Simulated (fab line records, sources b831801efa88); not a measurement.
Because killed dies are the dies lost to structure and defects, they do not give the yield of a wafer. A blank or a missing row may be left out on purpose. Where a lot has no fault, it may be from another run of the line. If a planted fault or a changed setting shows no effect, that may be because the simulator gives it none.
Struck lot and sound lot, side by side :: flow sfq-line :: 42 steps out of a route of 325
Sound: wafers L950.1, L950.4, L950.5. Struck: wafers L956.2, L956.6 (left out: L956.4, a lot-mate that was not struck); the cause follows at the end.
Order at every step that has rows: each side's tool, ch and its chambers, its first start. Under that, the readings that differ: sound wafers :: struck wafers :: difference of the means :: sigmas: that difference in standard deviations of wafers without a fault.
alike: a reading whose means differ by less than 2 such deviations, as well as words and numbers matching on both sides. not compared: withheld readings; readings where some wafer has no value; bounds like >300 that might hide an equal value; numbers whose values overlap and for which the record gives no deviation.
The two part at a step that has a row with sigmas, a row that says differs or no value, or rows on one side only. Numbers that have no deviation but don't overlap get no sigmas and don't part them. A reading that every wafer of one side lacks parts them only if that side has two wafers or more.

first, 6 steps without rows for these wafers: SFQ_TRILAYER_L0_VIA_LITHO_COAT_018 (resist thk 62 nm); SFQ_TRILAYER_L0_VIA_LITHO_COAT_013 (resist thk 650 nm); SFQ_TRILAYER_L0_VIA_LITHO_SOFTBAKE_017; SFQ_TRILAYER_L0_VIA_LITHO_EXPOSE_014 (exposes mask L0V, target cd 700 nm); SFQ_TRILAYER_L0_VIA_LITHO_PEB_016 (peb time 60 s); SFQ_TRILAYER_L0_VIA_LITHO_DEVELOP_015 (time 60 s).
SFQ_L0V_OVL_MEAS_903:
  sound on overlay-02 at day 5 12:25; struck on overlay-01 at day 6 14:52
  alike: L0V_OVL
then, 1 step without rows for these wafers: SFQ_TRILAYER_L0_VIA_BARC_OPEN_VIA_ETCH_021 (etches BARC in O2, target depth 125 nm, time 41.7 s).
SFQ_TRILAYER_L0_VIA_ETCH_VIA_ETCH_016: etches SiO2 in CHF3, stops on MoNx KI, target depth 80 nm.
  sound on rie-diel-03 ch 0,2,3, day 5 12:29; struck on rie-diel-03 ch 3, day 6 14:56
  alike: drypump-motor-current-A, oes-product-au
then, 3 steps without rows for these wafers: SFQ_TRILAYER_L0_VIA_STRIP_STRIP_017 (strips in O2); SFQ_TRILAYER_L0_VIA_STRIP_SOLV_CLEAN_018 (cleans in NMP, time 600 s); SFQ_TRILAYER_M0_DEP_PRE_CLEAN_020 (time 15 s).
SFQ_TRILAYER_M0_DEP_SPUTTER_019: material Nb, target thk 200 nm, time 133.3 s.
  sound on pvd-sputter-04 at day 5 13:20; struck on pvd-sputter-05 at day 6 15:47
reading: throttle-valve-pct (%)
sound: 30.3 28.6 29.4
struck: 30.9 31.5
difference: +1.8
sigmas: +2

reading: model.Nb_of_TRILAYER_M0_DEP_SPUTTER_019.thk-nm (nm)
sound: 201.1 201.8 203.4
struck: 335.5 334.9
difference: +133.1
sigmas: 
SFQ_M0_RS_MEAS_904: uses a four-point probe to measure.
  sound on film-metro-03 at day 5 13:25; struck on film-metro-01 at day 6 15:54
reading: M0_NB_RS (ohm/sq)
sound: 0.885 0.879 0.872
struck: 0.527 0.529
difference: -0.351
sigmas: -47
then, 6 steps without rows for these wafers: SFQ_TRILAYER_M0_LITHO_COAT_026 (resist thk 62 nm); SFQ_TRILAYER_M0_LITHO_COAT_021 (resist thk 600 nm); SFQ_TRILAYER_M0_LITHO_SOFTBAKE_025; SFQ_TRILAYER_M0_LITHO_EXPOSE_022 (exposes mask M0, target cd 500 nm); SFQ_TRILAYER_M0_LITHO_PEB_024 (peb time 60 s); SFQ_TRILAYER_M0_LITHO_DEVELOP_023 (time 60 s).
-- the record jumps here: 3 days lie between the struck wafers' starts before and after --
SFQ_M0_OVL_MEAS_906:
  sound on overlay-02 at day 8 14:20; struck on overlay-02 at day 9 20:21
reading: M0_OVL (nm)
sound: -8 -1 -2
struck: 9 7
difference: +12
sigmas: +2
then, 1 step without rows for these wafers: SFQ_TRILAYER_M0_BARC_OPEN_METAL_ETCH_031 (etches BARC in O2, target depth 125 nm, time 41.7 s).
SFQ_TRILAYER_M0_ETCH_METAL_ETCH_024: etches Nb in Cl2/Ar, stops on SiO2, target depth 240 nm, time 120 s.
  sound on rie-metal-03 ch 1, day 8 14:26; struck on rie-metal-01 ch 0,1, day 9 20:26
reading: drypump-motor-current-A (A)
sound: 6.4 6.4 6.4
struck: 5.4 5.4
difference: -1.0
sigmas: -2

reading: oes-product-au (a.u.)
sound: 0.897 0.897 0.898
struck: 1.002 1.007
difference: +0.107
sigmas: +18
  alike: he-backside-leak-sccm
  not compared: rf-hours-counter-h
then, 2 steps without rows for these wafers: SFQ_TRILAYER_M0_STRIP_STRIP_025 (strips in O2); SFQ_TRILAYER_M0_STRIP_SOLV_CLEAN_026 (cleans in NMP, time 600 s).
SFQ_TRILAYER_I0_DEP_PECVD_027: deposits SiO2 from SiH4/N2O, time 111.11 s, target thk 500 nm.
  sound on pecvd-02 ch 0,2, day 8 15:20; struck on pecvd-01 ch 0,1, day 9 21:20
  alike: heater-power-w, throttle-valve-pct
SFQ_TRILAYER_I0_CMP_CMP_028: polishes SiO2.
  sound on cmp-01 ch 1,2,3, day 8 17:47; struck on cmp-01 ch 0,2, day 9 22:55
  alike: head-pressure-psi, motor-current-A, time-to-endpoint-s
SFQ_I0_BOW_MEAS_907:
  sound on film-metro-03 at day 8 20:17; struck on film-metro-02 at day 10 00:26
reading: I0_BOW (um)
sound: 12 15 13
struck: -21 -1
difference: -24
sigmas: -3
then, 7 steps without rows for these wafers: SFQ_TRILAYER_I0_METRO_MEASURE_029; SFQ_TRILAYER_I0_VIA_LITHO_COAT_036 (resist thk 62 nm); SFQ_TRILAYER_I0_VIA_LITHO_COAT_031 (resist thk 650 nm); SFQ_TRILAYER_I0_VIA_LITHO_SOFTBAKE_035; SFQ_TRILAYER_I0_VIA_LITHO_EXPOSE_032 (exposes mask I0, target cd 500 nm); SFQ_TRILAYER_I0_VIA_LITHO_PEB_034 (peb time 60 s); SFQ_TRILAYER_I0_VIA_LITHO_DEVELOP_033 (time 60 s).
-- the record jumps here: 4 days lie between the struck wafers' starts before and after --
SFQ_I0_OVL_MEAS_908:
  sound on overlay-01 at day 12 19:08; struck on overlay-01 at day 14 04:45
  alike: I0_OVL
then, 1 step without rows for these wafers: SFQ_TRILAYER_I0_VIA_BARC_OPEN_VIA_ETCH_046 (etches BARC in O2, target depth 125 nm, time 41.7 s).
SFQ_TRILAYER_I0_VIA_ETCH_VIA_ETCH_034: etches SiO2 in CHF3, stops on Nb, target depth 260 nm.
  sound on rie-diel-01 ch 0,1,3, day 12 19:13; struck on rie-diel-01 ch 1,3, day 14 04:49
  alike: drypump-motor-current-A, oes-product-au
SFQ_TRILAYER_I0_VIA_STRIP_STRIP_035: strips in O2.
  sound on rie-metal-04 ch 1, day 12 19:20; struck on rie-metal-04 ch 0,1, day 14 04:56
  alike: drypump-motor-current-A, he-backside-leak-sccm, oes-product-au
  not compared: rf-hours-counter-h
then, 2 steps without rows for these wafers: SFQ_TRILAYER_I0_VIA_STRIP_SOLV_CLEAN_036 (cleans in NMP, time 600 s); SFQ_TRILAYER_M1_DEP_PRE_CLEAN_038 (time 22.5 s).
-- the record jumps here: 72 days lie between the struck wafers' starts before and after --
SFQ_M8_BOW_MEAS_951:
  sound on film-metro-03 at day 85 14:17; struck on film-metro-03 at day 86 07:08
reading: M8_BOW (um)
sound: 19 23 21
struck: -18 4
difference: -28
sigmas: -2

reading: model.etest.m0.comb-log10-ohm
sound: 12 12 12
struck: 0 0
difference: -12
sigmas: 

reading: model.etest.m0.ohm-sq
sound: 0.8853 0.8821 0.8751
struck: 0.5305 0.5314
difference: -0.3499
sigmas: 

WHERE THEY PART
At SFQ_TRILAYER_M0_DEP_SPUTTER_019 first; at SFQ_M8_BOW_MEAS_951 last (within this record only).

WHY: what the simulator had put in
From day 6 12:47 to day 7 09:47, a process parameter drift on pvd-sputter-05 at SFQ_TRILAYER_M0_DEP_SPUTTER_019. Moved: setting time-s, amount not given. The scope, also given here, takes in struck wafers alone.
